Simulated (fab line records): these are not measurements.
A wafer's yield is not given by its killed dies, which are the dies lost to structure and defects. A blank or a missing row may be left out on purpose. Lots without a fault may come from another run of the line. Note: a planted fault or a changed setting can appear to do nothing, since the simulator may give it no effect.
Shared-tool check | flow gf180mcu | 33 wafers sampled across 11 lots

## WHY IT WAS OPENED
Of 11 lots, 2 have the reading MVPSD_TW flagged at GF_MVPSD_TW_MEAS_11. Wafers without a fault read 552, standard deviation 3.2.
Rule: a lot gets a flag if all its wafers with a number sit over 4 standard deviations from that mean, or if no wafer of it has a number. The other lots count as sound.

lot  | measured     | on            | MVPSD_TW, wafer by wafer | flag
L101 | day 4 23:55  | film_metro-03 | 549 546 547              |
L103 | day 5 21:10  | film_metro-01 | 554 555 551              |
L105 | day 6 01:55  | film_metro-03 | 550 552 551              |
L107 | day 6 14:40  | film_metro-02 | 554 553 555              |
L108 | day 6 22:43  | film_metro-02 | 554 552 552              |
L112 | day 7 17:35  | film_metro-03 | 737 733 737              | FLAGGED
L114 | day 8 11:45  | film_metro-02 | 741 737 738              | FLAGGED
L115 | day 8 17:02  | film_metro-02 | 552 552 555              |
L117 | day 8 22:38  | film_metro-01 | 548 546 548              |
L121 | day 10 07:04 | film_metro-01 | 552 550 551              |
L122 | day 10 10:09 | film_metro-03 | 549 549 552              |
On average the flagged lots' numbers are 737, which is +185 against the usual, or +58 standard deviations.

## WHICH TOOL RAN EACH LOT
The record holds 1 process step before the reading, out of a route of 602 steps. Cell contents, in order: the tool; ch with the chambers the sampled wafers went through; the start.
lot  | flag    | GF_MVPSD_IMPLANT_09
L101 |         | implanter-01 ch 0, day 4 23:43
L103 |         | implanter-03 ch 0, day 5 20:54
L105 |         | implanter-03 ch 0, day 6 01:40
L107 |         | implanter-02 ch 0, day 6 14:25
L108 |         | implanter-02 ch 0, day 6 22:30
L112 | FLAGGED | implanter-03 ch 0, day 7 17:20
L114 | FLAGGED | implanter-03 ch 0, day 8 11:30
L115 |         | implanter-01 ch 0, day 8 16:47
L117 |         | implanter-02 ch 0, day 8 22:23
L121 |         | implanter-01 ch 0, day 10 06:51
L122 |         | implanter-02 ch 0, day 10 09:54
What these steps do:
- GF_MVPSD_IMPLANT_09
- GF_MVPSD_TW_MEAS_11

## FLAGGED OVER TOTAL, TOOL BY TOOL (the gauges that took the reading come last)
step                | tool          | lots run | flagged | share of the flagged lots | sound lots run after its first flagged lot
GF_MVPSD_IMPLANT_09 | implanter-01  | 3        | 0       | none                      | -
GF_MVPSD_IMPLANT_09 | implanter-02  | 4        | 0       | none                      | -
GF_MVPSD_IMPLANT_09 | implanter-03  | 4        | 2       | all                       | 0
GF_MVPSD_TW_MEAS_11 | film_metro-01 | 3        | 0       | none                      | -
GF_MVPSD_TW_MEAS_11 | film_metro-02 | 4        | 1       | some                      | 1 (L115)
GF_MVPSD_TW_MEAS_11 | film_metro-03 | 4        | 1       | some                      | 1 (L122)

## THE TABLE: WHAT IT ALLOWS
In the table, 1 row covers all flagged lots: implanter-03 at GF_MVPSD_IMPLANT_09.
- implanter-03 at GF_MVPSD_IMPLANT_09 ran 4 lots, 2 of them flagged. Last sound lot L105 at day 6 01:40, first flagged lot L112 at day 7 17:20; a fault beginning in between fits. Its own readings lie more than 4 standard deviations out on every wafer of the flagged lots: dose_ions_cm2, faraday_current_uA.
Just one tool remains: implanter-03 at GF_MVPSD_IMPLANT_09.

## WHAT HAD BEEN PUT IN BY THE SIMULATOR
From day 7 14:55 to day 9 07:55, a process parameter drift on implanter-03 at GF_MVPSD_IMPLANT_09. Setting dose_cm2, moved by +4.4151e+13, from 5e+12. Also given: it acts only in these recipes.
Struck lots among those shown: L112, L114. Same finding as the rule above.
